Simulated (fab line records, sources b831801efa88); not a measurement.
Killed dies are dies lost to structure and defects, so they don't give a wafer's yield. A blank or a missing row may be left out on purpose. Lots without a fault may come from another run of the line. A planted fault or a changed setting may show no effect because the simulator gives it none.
Chamber matching | flow gf180mcu | GF_CONTACT_CMP_27 on cmp-01: 4 sister chambers
The step polishes, stops on SiO2, t overpolish 15 s, target thk 0 nm. 4 wafers are shown with their chamber, then 7 later ones without.

WAFERS WITH THEIR CHAMBER
wafer  | chamber | motor_current_A (A)
L484.1 | 3       | 11.7
L484.4 | 0       | 9.8
L490.5 | 2       | 11.4
L490.6 | 1       | 11.5

WAFERS WITHOUT THEIR CHAMBER
wafer  | motor_current_A (A)
L491.3 | 11.1
L491.6 | 11.6
L492.2 | 9.6
L492.4 | 11.1
L500.2 | 11.0
L500.3 | 11.3
L500.5 | 11.4

WHICH CHAMBER EACH WENT THROUGH
wafer  | from the rows above          | in truth
L491.3 | can't be placed: 2 or 1 or 3 | 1
L491.6 | can't be placed: 1 or 3 or 2 | 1
L492.2 | 0                            | 0
L492.4 | can't be placed: 2 or 1 or 3 | 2
L500.2 | can't be placed: 2 or 1 or 3 | 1
L500.3 | can't be placed: 2 or 1 or 3 | 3
L500.5 | can't be placed: 2 or 1 or 3 | 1
Placed correctly: 1 of 7. Can't be placed from these rows: 6 (the true chamber is among the candidates in 6). Placed wrongly: 0.
How it was worked out, from the rows above alone: a wafer's distance from a chamber is the root of the sum, over the readings, of the square of ((its reading less the chamber's mean) divided by the reading's scatter). The wafer belongs to the nearest chamber; if the next one is less than 2 further off, it can't be placed. A chamber's mean is the mean of its shown wafers. The scatter: with one shown wafer a chamber, the root of the mean of the squares of how far each hidden wafer lies from its nearest shown one.
